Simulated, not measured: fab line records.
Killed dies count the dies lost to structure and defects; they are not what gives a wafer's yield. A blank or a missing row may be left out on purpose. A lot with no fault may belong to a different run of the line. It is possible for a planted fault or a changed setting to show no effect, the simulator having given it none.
fab line records ; flow sky130
record lots=13; wafers=39; lastDay=50
route steps=708 shown SONOS_ONO@181 LDD_N@244 LDD_LDN@298 SD_P@328
lots that met no fault: taken from a fault-free run of the same line
startH: hours from the record's first day to the start of the lot's first wafer shown ; waitH: hours from the lot's prior step to this one ; " repeats the value in the row above ; L1.1+2: a single row standing in for several wafers ; - value missing, or start not given ; * or withheld: withheld ; < > ~ a bound
route shown NAME@n: names a module that has steps shown in the file, with the first one's number in the route ; usual: average and standard deviation across the fault-free wafers ; same: alike in all rows ; chamber/n: place in a boat ; sites: each site's reading ; _std_site: standard deviation of those values ; _edge_site: mean of outer sites minus mean of inner sites ; radiusMm: for every site, how far away it sits from the centre of the wafer ; mask NAME#n: copy n ; behind: the last tool/chamber to shape the wafer ; hold: reason for holding the lot/hours on hold/outcome of the hold ; device: whichever transistor did not switch (one of n, p or np) ; end of line: tests of these same wafers at the route's end ; for a step that has no rows: nothing shown but its recipe ; killed: dies lost to structure and defects at the first sort, not the wafer's yield ; map: per-die view of a wafer (x killed, . not killed, _ where there is no die)
set.NAME: the setting the step ran with; set.NAME@STEP: the setting that earlier step ran with ; model.NAME: the simulator's own value behind a step, which no gauge read
route steps across a sampled set of lots; one table per step, one row per wafer
services: from which hour (startH, from the record's first day; less than 0 if before it) a tool's chamber was out of use, for how many hours, and why
## steps
# step SKY_SONOS_ONO_CD_MEAS_13
# recipe targetCdNm=410
# usual cdNm=410.1/1.9
lot.wafer;tool;chamber;startH;waitH;cdNm
L223.1;cdSem-02;-;295.79;0.1;410.2
L223.5;cdSem-02;-;295.79;0.1;411.2
L223.6;cdSem-02;-;295.79;0.1;409.3
L224.2;cdSem-02;-;298.40;0.1;408.5
L224.4;cdSem-02;-;298.40;0.1;408.9
L224.6;cdSem-02;-;298.40;0.1;408.8
L225.1;cdSem-02;-;313.73;0.1;409.7
L225.3;cdSem-02;-;313.73;0.1;408.5
L225.5;cdSem-02;-;313.73;0.1;408.5
L226.2;cdSem-02;-;321.20;0.1;408.7
L226.4;cdSem-02;-;321.20;0.1;407.6
L226.5;cdSem-02;-;321.20;0.1;409.8
L234.1;cdSem-02;-;386.48;0.1;409.3
L234.2;cdSem-02;-;386.48;0.1;411.1
L234.3;cdSem-02;-;386.48;0.1;409.8
L235.3;cdSem-02;-;389.87;0.1;411.5
L235.4;cdSem-02;-;389.87;0.1;410.0
L235.6;cdSem-02;-;389.87;0.1;411.0
L236.3;cdSem-01;-;401.12;0.1;409.8
L236.4;cdSem-01;-;401.12;0.1;409.4
L236.5;cdSem-01;-;401.12;0.1;411.2
L237.4;cdSem-02;-;417.95;0.1;408.8
L237.5;cdSem-02;-;417.95;0.1;408.7
L237.6;cdSem-02;-;417.95;0.1;407.5
L238.1;cdSem-02;-;423.48;0.1;414.3
L238.3;cdSem-02;-;423.48;0.1;411.6
L238.5;cdSem-02;-;423.48;0.1;412.1
L240.3;cdSem-02;-;437.22;0.1;413.2
L240.5;cdSem-02;-;437.22;0.1;415.2
L240.6;cdSem-02;-;437.22;0.1;415.0
L241.1;cdSem-02;-;446.93;0.1;409.6
L241.2;cdSem-02;-;446.93;0.1;408.7
L241.3;cdSem-02;-;446.93;0.1;409.9
L242.3;cdSem-01;-;453.33;0.1;410.8
L242.4;cdSem-01;-;453.33;0.1;411.0
L242.5;cdSem-01;-;453.33;0.1;408.3
L244.1;cdSem-01;-;483.58;0.1;412.3
L244.2;cdSem-01;-;483.58;0.1;411.4
L244.4;cdSem-01;-;483.58;0.1;412.1
# step SKY_LDD_N_OVL_MEAS_07
# usual LDD_N_OVL=0.5/1.3
lot.wafer;tool;chamber;startH;waitH;LDD_N_OVL[nm]
L223.1;overlay-01;-;416.59;0.1;0.9
L223.5;overlay-01;-;416.59;0.1;0.4
L223.6;overlay-01;-;416.59;0.1;-0.3
L224.2;overlay-01;-;421.15;0.1;1.0
L224.4;overlay-01;-;421.15;0.1;-1.0
L224.6;overlay-01;-;421.15;0.1;0.0
L225.1;overlay-02;-;443.58;0.1;2.5
L225.3;overlay-02;-;443.58;0.1;-0.2
L225.5;overlay-02;-;443.58;0.1;1.9
L226.2;overlay-01;-;450.19;0.1;0.6
L226.4;overlay-01;-;450.19;0.1;0.8
L226.5;overlay-01;-;450.19;0.1;-0.4
L234.1;overlay-01;-;519.88;0.1;1.4
L234.2;overlay-01;-;519.88;0.1;0.0
L234.3;overlay-01;-;519.88;0.1;1.2
L235.3;overlay-02;-;523.30;0.1;-1.0
L235.4;overlay-02;-;523.30;0.1;-0.7
L235.6;overlay-02;-;523.30;0.1;-1.8
L236.3;overlay-01;-;534.64;0.1;-1.7
L236.4;overlay-01;-;534.64;0.1;-0.1
L236.5;overlay-01;-;534.64;0.1;0.8
L237.4;overlay-01;-;552.00;0.1;0.1
L237.5;overlay-01;-;552.00;0.1;-0.5
L237.6;overlay-01;-;552.00;0.1;0.8
L238.1;overlay-01;-;556.39;0.1;1.9
L238.3;overlay-01;-;556.39;0.1;0.9
L238.5;overlay-01;-;556.39;0.1;0.8
L240.3;overlay-02;-;568.70;0.1;0.0
L240.5;overlay-02;-;568.70;0.1;0.4
L240.6;overlay-02;-;568.70;0.1;0.2
L241.1;overlay-02;-;576.43;0.1;-1.6
L241.2;overlay-02;-;576.43;0.1;-1.2
L241.3;overlay-02;-;576.43;0.1;-2.4
L242.3;overlay-01;-;589.00;0.1;-1.4
L242.4;overlay-01;-;589.00;0.1;0.6
L242.5;overlay-01;-;589.00;0.1;0.2
L244.1;overlay-02;-;615.98;0.1;0.6
L244.2;overlay-02;-;615.98;0.1;-1.0
L244.4;overlay-02;-;615.98;0.1;0.4
# step SKY_LDD_LDN_IMPLANT_09
# recipe species=As; energyKev=15; doseCm2=1.25e+13; tiltDeg=withheld; rotationDeg=113
# usual doseIonsCm2=1.2499e+13/1.2e+10; faradayCurrentUA=70.5/1.4
lot.wafer;tool;chamber;startH;waitH;doseIonsCm2;faradayCurrentUA
L223.1;implanter-04;0;542.43;0.1;1.2475e+13;70.3
L223.5;implanter-04;0;542.43;0.1;1.2492e+13;73.3
L223.6;implanter-04;0;542.43;0.1;1.2486e+13;70.7
L224.2;implanter-02;0;545.90;0.1;1.2494e+13;73.0
L224.4;implanter-02;0;545.90;0.1;1.2487e+13;69.4
L224.6;implanter-02;0;545.90;0.1;1.25e+13;69.7
L225.1;implanter-02;0;568.22;0.1;2.448e+13;134.4
L225.3;implanter-02;0;568.22;0.1;2.4491e+13;140.3
L225.5;implanter-02;0;568.22;0.1;2.4483e+13;136.2
L226.2;implanter-02;0;574.54;0.1;2.4471e+13;142.8
L226.4;implanter-02;0;574.54;0.1;2.4471e+13;140.0
L226.5;implanter-02;0;574.54;0.1;2.449e+13;136.7
L234.1;implanter-03;0;640.33;0.1;1.2511e+13;71.3
L234.2;implanter-03;0;640.33;0.1;1.2527e+13;70.9
L234.3;implanter-03;0;640.33;0.1;1.2495e+13;70.9
L235.3;implanter-03;0;642.48;0.1;1.2482e+13;71.7
L235.4;implanter-03;0;642.48;0.1;1.2507e+13;70.1
L235.6;implanter-03;0;642.48;0.1;1.2504e+13;72.4
L236.3;implanter-02;0;653.81;0.1;1.251e+13;70.2
L236.4;implanter-02;0;653.81;0.1;1.2521e+13;70.5
L236.5;implanter-02;0;653.81;0.1;1.2489e+13;71.9
L237.4;implanter-04;0;670.85;0.1;1.2499e+13;69.0
L237.5;implanter-04;0;670.85;0.1;1.2484e+13;71.1
L237.6;implanter-04;0;670.85;0.1;1.2489e+13;70.9
L238.1;implanter-03;0;673.98;0.1;1.2489e+13;71.8
L238.3;implanter-03;0;673.98;0.1;1.249e+13;73.7
L238.5;implanter-03;0;673.98;0.1;1.2493e+13;69.6
L240.3;implanter-02;0;686.23;0.1;1.2503e+13;70.1
L240.5;implanter-02;0;686.23;0.1;1.2507e+13;71.2
L240.6;implanter-02;0;686.23;0.1;1.2503e+13;71.2
L241.1;implanter-04;0;693.66;0.1;1.2474e+13;70.7
L241.2;implanter-04;0;693.66;0.1;1.2492e+13;71.2
L241.3;implanter-04;0;693.66;0.1;1.2499e+13;69.8
L242.3;implanter-03;0;704.36;0.1;1.2507e+13;69.3
L242.4;implanter-03;0;704.36;0.1;1.25e+13;72.6
L242.5;implanter-03;0;704.36;0.1;1.2508e+13;71.2
L244.1;implanter-02;0;731.67;0.1;1.2497e+13;71.1
L244.2;implanter-02;0;731.67;0.1;1.251e+13;70.0
L244.4;implanter-02;0;731.67;0.1;1.2503e+13;72.7
# step SKY_LDD_LDN_TW_MEAS_13
# usual LDD_LDN_TW=1476/7.4
lot.wafer;tool;chamber;startH;waitH;LDD_LDN_TW
L223.1;filmMetro-03;-;542.98;0.1;1482
L223.5;filmMetro-03;-;542.98;0.1;1479
L223.6;filmMetro-03;-;542.98;0.1;1480
L224.2;filmMetro-04;-;546.44;0.1;1472
L224.4;filmMetro-04;-;546.44;0.1;1462
L224.6;filmMetro-04;-;546.44;0.1;1470
L225.1;filmMetro-03;-;568.77;0.1;1577
L225.3;filmMetro-03;-;568.77;0.1;1572
L225.5;filmMetro-03;-;568.77;0.1;1583
L226.2;filmMetro-04;-;575.08;0.1;1570
L226.4;filmMetro-04;-;575.08;0.1;1561
L226.5;filmMetro-04;-;575.08;0.1;1569
L234.1;filmMetro-03;-;640.88;0.1;1485
L234.2;filmMetro-03;-;640.88;0.1;1478
L234.3;filmMetro-03;-;640.88;0.1;1473
L235.3;filmMetro-03;-;643.00;0.1;1473
L235.4;filmMetro-03;-;643.00;0.1;1473
L235.6;filmMetro-03;-;643.00;0.1;1478
L236.3;filmMetro-04;-;654.33;0.1;1478
L236.4;filmMetro-04;-;654.33;0.1;1478
L236.5;filmMetro-04;-;654.33;0.1;1478
L237.4;filmMetro-03;-;671.36;0.1;1472
L237.5;filmMetro-03;-;671.36;0.1;1468
L237.6;filmMetro-03;-;671.36;0.1;1470
L238.1;filmMetro-04;-;674.53;0.1;1472
L238.3;filmMetro-04;-;674.53;0.1;1460
L238.5;filmMetro-04;-;674.53;0.1;1466
L240.3;filmMetro-01;-;686.75;0.1;1479
L240.5;filmMetro-01;-;686.75;0.1;1487
L240.6;filmMetro-01;-;686.75;0.1;1481
L241.1;filmMetro-01;-;694.21;0.1;1475
L241.2;filmMetro-01;-;694.21;0.1;1490
L241.3;filmMetro-01;-;694.21;0.1;1479
L242.3;filmMetro-03;-;704.88;0.1;1495
L242.4;filmMetro-03;-;704.88;0.1;1487
L242.5;filmMetro-03;-;704.88;0.1;1486
L244.1;filmMetro-01;-;732.22;0.1;1467
L244.2;filmMetro-01;-;732.22;0.1;1475
L244.4;filmMetro-01;-;732.22;0.1;1471
# step SKY_SD_P_OVL_MEAS_08
# usual SD_P_OVL=-0.3/1.6
lot.wafer;tool;chamber;startH;waitH;SD_P_OVL[nm]
L223.1;overlay-02;-;604.25;0.1;0.1
L223.5;overlay-02;-;604.25;0.1;0.2
L223.6;overlay-02;-;604.25;0.1;0.6
L224.2;overlay-02;-;607.06;0.1;0.7
L224.4;overlay-02;-;607.06;0.1;1.7
L224.6;overlay-02;-;607.06;0.1;-0.2
L225.1;overlay-01;-;629.50;0.1;2.5
L225.3;overlay-01;-;629.50;0.1;0.3
L225.5;overlay-01;-;629.50;0.1;0.8
L226.2;overlay-01;-;634.11;0.1;-1.6
L226.4;overlay-01;-;634.11;0.1;-2.1
L226.5;overlay-01;-;634.11;0.1;-0.5
L234.1;overlay-01;-;698.60;0.1;-0.4
L234.2;overlay-01;-;698.60;0.1;1.8
L234.3;overlay-01;-;698.60;0.1;0.5
L235.3;overlay-01;-;702.02;0.1;1.2
L235.4;overlay-01;-;702.02;0.1;2.1
L235.6;overlay-01;-;702.02;0.1;3.1
L236.3;overlay-02;-;712.17;0.1;1.3
L236.4;overlay-02;-;712.17;0.1;0.9
L236.5;overlay-02;-;712.17;0.1;1.7
L237.4;overlay-02;-;727.82;0.1;-0.2
L237.5;overlay-02;-;727.82;0.1;-2.6
L237.6;overlay-02;-;727.82;0.1;0.1
L238.1;overlay-01;-;733.40;0.1;-0.2
L238.3;overlay-01;-;733.40;0.1;-0.8
L238.5;overlay-01;-;733.40;0.1;-1.2
L240.3;overlay-02;-;745.97;0.1;-1.1
L240.5;overlay-02;-;745.97;0.1;-0.8
L240.6;overlay-02;-;745.97;0.1;-1.0
L241.1;overlay-01;-;751.50;0.1;1.1
L241.2;overlay-01;-;751.50;0.1;-0.3
L241.3;overlay-01;-;751.50;0.1;0.5
L242.3;overlay-01;-;761.27;0.1;1.2
L242.4;overlay-01;-;761.27;0.1;2.1
L242.5;overlay-01;-;761.27;0.1;1.7
L244.1;overlay-02;-;788.95;0.1;-1.2
L244.2;overlay-02;-;788.95;0.1;-0.7
L244.4;overlay-02;-;788.95;0.1;-1.0
## services
tool;chamber;startH;hours;kind
implanter-02;-;521.89;2.9;repair
implanter-02;-;556.36;4.4;pm
implanter-04;-;567.74;1.7;repair
implanter-03;-;575.57;2.2;pm
implanter-04;-;653.20;4.2;pm
implanter-02;-;662.43;3.1;pm
implanter-04;-;671.74;6.7;repair
implanter-02;-;720.60;3.4;repair
## key
firstSign step=SKY_LDD_LDN_IMPLANT_09; reading=doseIonsCm2; direction=up; sigmas=99+; usual=*; struck=*
effect step=SKY_LDD_LDN_IMPLANT_09; reading=faradayCurrentUA; direction=up; sigmas=50; usual=70.5; struck=138.4
effect step=SKY_LDD_LDN_TW_MEAS_13; reading=LDD_LDN_TW; direction=up; sigmas=13; usual=1476; struck=1572
metAt SKY_LDD_LDN_IMPLANT_09
struckLots L225,L226
testerLeftOut L225,L226
notActingAt SKY_SONOS_ONO_CD_MEAS_13,SKY_LDD_N_OVL_MEAS_07,SKY_SD_P_OVL_MEAS_08
onsetBetween 545.90 568.22
fault kind=processParameterDrift; tool=implanter-02; chamber=-; onsetH=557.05; steps=SKY_LDD_LDN_IMPLANT_09; channel=doseCm2; offset=*; shape=step; endH=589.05; actsIn=*; stated=*
# testerLeftOut: of these lots the tester's yield and bins aren't shown, on N5 and GAA mostly nor the transistor test; their killed dies are dies lost to structure and defects alone, not to doping, threshold or leakage, so they don't give the yield
